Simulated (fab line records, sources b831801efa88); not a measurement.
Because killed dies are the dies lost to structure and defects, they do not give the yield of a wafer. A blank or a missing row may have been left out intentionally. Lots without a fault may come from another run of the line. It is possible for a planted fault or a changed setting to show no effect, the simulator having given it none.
Check for tools in common / flow gf180mcu / Lots sampled 11, wafers sampled 33

## REASON IT WAS OPENED
GF_V2_RS_MEAS_24, reading V2_W_RS: flagged on 2 of 11 lots. Fault-free wafers read 0.326 ohm/sq, with a standard deviation of 0.0033.
Rule: a lot gets a flag if all its wafers with a number sit over 4 standard deviations from that mean, or if no wafer of it has a number. As for the other lots, they are considered sound.

lot=L876; measured=day 20 22:28; on=filmMetro-04; V2_W_RS (ohm/sq), wafer by wafer=0.319 0.317 0.324; flag=
lot=L883; measured=day 23 10:22; on=filmMetro-03; V2_W_RS (ohm/sq), wafer by wafer=0.325 0.323 0.325; flag=
lot=L885; measured=day 24 02:31; on=filmMetro-04; V2_W_RS (ohm/sq), wafer by wafer=0.196 0.195 0.194; flag=FLAGGED
lot=L886; measured=day 24 07:01; on=filmMetro-03; V2_W_RS (ohm/sq), wafer by wafer=0.193 0.195 0.194; flag=FLAGGED
lot=L888; measured=day 25 03:59; on=filmMetro-03; V2_W_RS (ohm/sq), wafer by wafer=0.330 0.326 0.329; flag=
lot=L890; measured=day 25 18:11; on=filmMetro-03; V2_W_RS (ohm/sq), wafer by wafer=0.332 0.327 0.331; flag=
lot=L893; measured=day 26 10:32; on=filmMetro-04; V2_W_RS (ohm/sq), wafer by wafer=0.328 0.325 0.327; flag=
lot=L895; measured=day 27 00:36; on=filmMetro-02; V2_W_RS (ohm/sq), wafer by wafer=0.329 0.333 0.326; flag=
lot=L896; measured=day 27 08:58; on=filmMetro-03; V2_W_RS (ohm/sq), wafer by wafer=0.325 0.329 0.326; flag=
lot=L897; measured=day 27 14:58; on=filmMetro-03; V2_W_RS (ohm/sq), wafer by wafer=0.327 0.327 0.329; flag=
lot=L898; measured=day 27 23:11; on=filmMetro-02; V2_W_RS (ohm/sq), wafer by wafer=0.323 0.326 0.323; flag=
The mean of the flagged lots' numbers is 0.195 ohm/sq, -0.132 ohm/sq from the usual (-40 standard deviations).

## EACH LOT AND THE TOOL IT RAN ON
The record holds 3 process steps before the reading, out of a route of 602 steps. Every cell lists first the tool, next ch and the chambers used by the sampled wafers, and last the start.
lot=L876; flag=; GF_V1_SPUTTER_21=pvdSputter-04, day 18 17:29; GF_M2_SPUTTER_01=pvdSputter-01, day 18 18:17; GF_V2_CVD_23=cvdW-01 ch 0,1, day 20 22:20
lot=L883; flag=; GF_V1_SPUTTER_21=pvdSputter-02, day 21 08:17; GF_M2_SPUTTER_01=pvdSputter-01, day 21 09:05; GF_V2_CVD_23=cvdW-02 ch 0,1, day 23 10:14
lot=L885; flag=FLAGGED; GF_V1_SPUTTER_21=pvdSputter-02, day 22 02:02; GF_M2_SPUTTER_01=pvdSputter-01, day 22 02:49; GF_V2_CVD_23=cvdW-01 ch 0,1, day 24 02:24
lot=L886; flag=FLAGGED; GF_V1_SPUTTER_21=pvdSputter-04, day 22 06:08; GF_M2_SPUTTER_01=pvdSputter-01, day 22 06:56; GF_V2_CVD_23=cvdW-01 ch 0,1, day 24 06:55
lot=L888; flag=; GF_V1_SPUTTER_21=pvdSputter-02, day 23 03:52; GF_M2_SPUTTER_01=pvdSputter-03, day 23 04:39; GF_V2_CVD_23=cvdW-02 ch 0,1, day 25 03:52
lot=L890; flag=; GF_V1_SPUTTER_21=pvdSputter-02, day 23 19:21; GF_M2_SPUTTER_01=pvdSputter-03, day 23 20:09; GF_V2_CVD_23=cvdW-02 ch 0,1, day 25 18:04
lot=L893; flag=; GF_V1_SPUTTER_21=pvdSputter-01, day 24 11:40; GF_M2_SPUTTER_01=pvdSputter-03, day 24 12:28; GF_V2_CVD_23=cvdW-02 ch 0, day 26 10:19
lot=L895; flag=; GF_V1_SPUTTER_21=pvdSputter-04, day 25 03:23; GF_M2_SPUTTER_01=pvdSputter-04, day 25 04:10; GF_V2_CVD_23=cvdW-02 ch 0,1, day 27 00:29
lot=L896; flag=; GF_V1_SPUTTER_21=pvdSputter-04, day 25 11:27; GF_M2_SPUTTER_01=pvdSputter-01, day 25 12:15; GF_V2_CVD_23=cvdW-01 ch 0,1, day 27 08:51
lot=L897; flag=; GF_V1_SPUTTER_21=pvdSputter-01, day 25 18:44; GF_M2_SPUTTER_01=pvdSputter-04, day 25 19:32; GF_V2_CVD_23=cvdW-01 ch 0,1, day 27 14:52
lot=L898; flag=; GF_V1_SPUTTER_21=pvdSputter-02, day 26 03:18; GF_M2_SPUTTER_01=pvdSputter-01, day 26 04:05; GF_V2_CVD_23=cvdW-01 ch 0,1, day 27 23:04
What the steps here do:
- GF_V1_SPUTTER_21: material Ti, target thk 15 nm, time 80.02 s.
- GF_M2_SPUTTER_01: material TiN, target thk 30 nm, time 25 s.
- GF_V2_CVD_23: deposits W, target thk 350 nm, time 104.94 s.
- GF_V2_RS_MEAS_24: measures by four-point-probe.

## FLAGGED AGAINST TOTAL, ONE TOOL AT A TIME (gauges that did the reading follow at the end)
step=GF_V1_SPUTTER_21; tool=pvdSputter-01; lots run=2; flagged=0; share of the flagged lots=none; sound lots run after its first flagged lot=-
step=GF_V1_SPUTTER_21; tool=pvdSputter-02; lots run=5; flagged=1; share of the flagged lots=some; sound lots run after its first flagged lot=3 (L888,L890,L898)
step=GF_V1_SPUTTER_21; tool=pvdSputter-04; lots run=4; flagged=1; share of the flagged lots=some; sound lots run after its first flagged lot=2 (L895,L896)
step=GF_M2_SPUTTER_01; tool=pvdSputter-01; lots run=6; flagged=2; share of the flagged lots=all; sound lots run after its first flagged lot=2 (L896,L898)
step=GF_M2_SPUTTER_01; tool=pvdSputter-03; lots run=3; flagged=0; share of the flagged lots=none; sound lots run after its first flagged lot=-
step=GF_M2_SPUTTER_01; tool=pvdSputter-04; lots run=2; flagged=0; share of the flagged lots=none; sound lots run after its first flagged lot=-
step=GF_V2_CVD_23; tool=cvdW-01; lots run=6; flagged=2; share of the flagged lots=all; sound lots run after its first flagged lot=3 (L896,L897,L898)
step=GF_V2_CVD_23; tool=cvdW-02; lots run=5; flagged=0; share of the flagged lots=none; sound lots run after its first flagged lot=-
step=GF_V2_RS_MEAS_24; tool=filmMetro-02; lots run=2; flagged=0; share of the flagged lots=none; sound lots run after its first flagged lot=-
step=GF_V2_RS_MEAS_24; tool=filmMetro-03; lots run=6; flagged=1; share of the flagged lots=some; sound lots run after its first flagged lot=4 (L888,L890,L896,L897)
step=GF_V2_RS_MEAS_24; tool=filmMetro-04; lots run=3; flagged=1; share of the flagged lots=some; sound lots run after its first flagged lot=1 (L893)

## THE TABLE: WHAT IT ALLOWS
Every flagged lot went through 2 rows of the table: pvdSputter-01 at GF_M2_SPUTTER_01 and cvdW-01 at GF_V2_CVD_23.
- pvdSputter-01 at GF_M2_SPUTTER_01: 2 of its 6 lots flagged. After the first flagged lot (L896, L898), sound lots still ran on it; a lasting fault on the whole tool would not permit that.
- cvdW-01 at GF_V2_CVD_23: 2 of its 6 lots flagged. After the first flagged lot (L896, L897, L898), sound lots still ran on it; a lasting fault on the whole tool would not permit that. Its own readings lie more than 4 standard deviations out on every wafer of the flagged lots: susceptorTempC.
None of the table's rows ran every flagged lot and, after the first, no sound lot.

## WHAT HAD BEEN PUT IN BY THE SIMULATOR
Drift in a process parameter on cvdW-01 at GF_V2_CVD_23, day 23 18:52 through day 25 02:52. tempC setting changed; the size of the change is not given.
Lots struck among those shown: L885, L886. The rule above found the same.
